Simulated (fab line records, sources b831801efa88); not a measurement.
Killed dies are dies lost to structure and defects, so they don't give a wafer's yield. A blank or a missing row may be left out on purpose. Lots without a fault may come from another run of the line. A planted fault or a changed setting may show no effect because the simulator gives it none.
A struck lot beside a sound one | flow sky130 | 15 steps out of a route of 708
Sound: wafers L893.4, L893.5, L893.6. Struck: wafers L897.1, L897.4, L897.5. The cause comes at the end.
At each step with rows: each side's tool, then ch and its chambers, then its first start. Under that, the readings that differ: sound wafers | struck wafers | difference of the means | sigmas: that difference in standard deviations of wafers without a fault.
alike: readings whose means differ by less than 2 such deviations, and words and numbers that are the same on both sides. not compared: withheld readings, readings that some wafer has no value for, bounds like >300 that may hide the same value, and numbers for which the record gives no deviation and whose values overlap.
The two part at a step that has a row with sigmas, a row that says differs or no value, or rows on one side only. Numbers that don't overlap but have no deviation are shown without sigmas and don't part them. A reading that every wafer of one side lacks parts them only if that side has two wafers or more.

SKY_LOCAL_INTERCONNECT_THK_MEAS_02: measures by xrf.
  sound on film_metro-01, day 32 09:37; struck on film_metro-01, day 33 08:01
  alike: LOCAL_INTERCONNECT_TIN_THK
then, 8 steps without rows for these wafers: SKY_LOCAL_INTERCONNECT_DEHYDRATE_03 (time 60 s); SKY_LOCAL_INTERCONNECT_HMDS_04 (prime time 60 s); SKY_LOCAL_INTERCONNECT_COAT_05 (resist thk 60 nm); SKY_LOCAL_INTERCONNECT_COAT_06 (resist thk 450 nm); SKY_LOCAL_INTERCONNECT_SOFTBAKE_07 (time 90 s); SKY_LOCAL_INTERCONNECT_EXPOSE_08 (exposes mask LI1M, target cd 170 nm); SKY_LOCAL_INTERCONNECT_PEB_09; SKY_LOCAL_INTERCONNECT_DEVELOP_10 (develop time 60 s).
SKY_LOCAL_INTERCONNECT_CD_MEAS_11: target cd 170 nm.
  sound on cd_sem-02, day 33 12:53; struck on cd_sem-02, day 34 08:20
  alike: cd_nm
SKY_LOCAL_INTERCONNECT_OVL_MEAS_12:
  sound on overlay-01, day 33 12:58; struck on overlay-01, day 34 08:27
  alike: LOCAL_INTERCONNECT_OVL
SKY_LOCAL_INTERCONNECT_ETCH_13: etches BARC in N2/H2, stops on SiO2, time 45.9 s, target depth 60 nm.
  sound on rie_metal-01 ch 0,1, day 33 13:01; struck on rie_metal-01 ch 0, day 34 08:29
  alike: bias_w, drypump_motor_current_A, oes_product_au, throttle_valve_pct
  not compared: rf_hours_counter_h
SKY_LOCAL_INTERCONNECT_METAL_ETCH_14: etches TiN in Cl2/BCl3, stops on PSG, target depth 110 nm, time 31.4 s.
  sound on rie_metal-01 ch 0,1, day 33 13:04; struck on rie_metal-01 ch 0, day 34 08:33
  reading                                                   | sound             | struck            | difference | sigmas
  model.KrF-thick_of_LOCAL_INTERCONNECT_COAT_06.thk_nm (nm) | 347.3 349.8 347.6 | 333.4 336 334.4   | -13.6      |
  model.LOCAL_INTERCONNECT.feature_depth_nm (nm)            | 100.8 100.7 100.6 | 108.7 108.9 108.5 | +8.0       |
  model.PSG_of_LI_CONTACT_HDPCVD_00.thk_nm (nm)             | 588.2 587.6 587.6 | 579.6 581.4 579.8 | -7.5       |
  alike: bias_w, drypump_motor_current_A, oes_product_au, throttle_valve_pct
  not compared: rf_hours_counter_h
SKY_LOCAL_INTERCONNECT_STRIP_15: strips in O2/N2.
  sound on plasma_asher-01 ch 0,1, day 33 13:08; struck on plasma_asher-02 ch 0,1, day 34 08:36
  reading                      | sound             | struck            | difference | sigmas
  strip_time_to_endpoint_s (s) | 4.701 4.732 4.705 | 4.562 4.587 4.573 | -0.139     | -7
  alike: drypump_motor_current_A, o2_flow_sccm, oes_product_au
  not compared: rf_hours_counter_h
then, 1 step without rows for these wafers: SKY_LOCAL_INTERCONNECT_STRIP_16 (strips in post etch residue remover, time 1200 s).

WHERE THEY PART
Only at SKY_LOCAL_INTERCONNECT_STRIP_15, within this record.

WHY: what the simulator had put in
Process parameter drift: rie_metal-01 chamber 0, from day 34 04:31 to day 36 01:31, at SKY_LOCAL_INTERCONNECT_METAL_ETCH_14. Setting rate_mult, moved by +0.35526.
